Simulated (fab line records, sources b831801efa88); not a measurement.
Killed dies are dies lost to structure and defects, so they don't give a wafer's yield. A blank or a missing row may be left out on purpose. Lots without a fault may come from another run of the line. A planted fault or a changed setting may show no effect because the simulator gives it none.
One fault seen from 2 desks | flow gf180mcu | each desk has only its own numbers; what lay behind them comes last

THE METROLOGY DESK
What the gauges read, lot by lot, whatever tool the lot ran on: means of the sampled wafers that have a number. A lot is out of limits, marked OUT, if its mean lies more than 4 standard deviations from the usual mean; the brackets give that distance.
Columns: A = PSD_TW at GF_PSD_TW_MEAS_11, usual 3202; B = cd_nm at GF_SAB_CD_MEAS_09, usual 420.0 nm; C = CONTACT_CVD_00_THK at GF_CONTACT_THK_MEAS_01, usual 303 nm
lot  | first seen here | A                    | B     | C
L713 | day 14 12:50    | 3195                 | 418.3 | 305
L716 | day 16 00:02    | 3223                 | 420.0 | 302
L717 | day 16 03:04    | 3182                 | 422.6 | 303
L718 | day 16 07:54    | 3221                 | 418.8 | 305
L719 | day 16 22:00    | 3192                 | 420.3 | 304
L720 | day 17 08:00    | 3227                 | 420.5 | 298
L722 | day 17 19:49    | 3225                 | 420.5 | 303
L725 | day 18 22:01    | 3223                 | 418.8 | 297
L726 | day 19 07:32    | 3195                 | 420.4 | 299
L728 | day 19 23:46    | 30 (-99 or more) OUT | 420.0 | 301
L733 | day 21 17:55    | 3186                 | 416.2 | 302
L734 | day 21 21:42    | 3184                 | 421.5 | 302
L735 | day 22 11:10    | 3190                 | 421.4 | 305
This desk's finding: out of limits on L728; first on L728, day 19 23:46 (PSD_TW at GF_PSD_TW_MEAS_11). In limits: L713, L716, L717, L718, L719, L720, L722, L725, L726, L733, L734, L735.

THE TOOL OWNER'S DESK: plasma_asher-02
The tool's own readings at GF_NSD_STRIP_11 (strips in O2/N2): means of the sampled wafers that have a number, for each lot that ran on this tool. A lot is out of limits, marked OUT, if its mean lies more than 4 standard deviations from the usual mean; the brackets give that distance.
Columns: A = chamber_pressure_mTorr at GF_NSD_STRIP_11, usual 1500.1 mTorr; B = drypump_motor_current_A at GF_NSD_STRIP_11, usual 6.0 A; C = heater_power_w at GF_NSD_STRIP_11, usual 343 W; D = oes_product_au at GF_NSD_STRIP_11, usual 0.487 a.u.; E = strip_time_to_endpoint_s at GF_NSD_STRIP_11, usual 22.96 s
lot  | first seen here | A      | B   | C   | D               | E
L720 | day 16 08:50    | 1501.5 | 5.5 | 360 | 0.487           | 22.95
L726 | day 18 06:43    | 1499.4 | 5.7 | 344 | 0.488           | 22.97
L728 | day 18 23:36    | 1501.3 | 5.6 | 353 | 0.303 (-42) OUT | -
This desk's finding: out of limits on L728; first on L728, day 18 23:36 (oes_product_au at GF_NSD_STRIP_11). In limits: L720, L726.

PUT TOGETHER
The tool owner's desk could have raised an alarm at day 18 23:36, on L728.
The metrology desk could have raised an alarm at day 19 23:46, on L728.
Of the lots named, all ran GF_NSD_STRIP_11 on plasma_asher-02.

WHAT THE SIMULATOR HAD PUT IN
Strip aborted: plasma_asher-02, from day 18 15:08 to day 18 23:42, at GF_NSD_STRIP_11. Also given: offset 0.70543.
Lots struck among those shown: L728.
Hours from the fault's start to each desk's first reading out of limits: the tool owner's desk, 8; the metrology desk, 33.
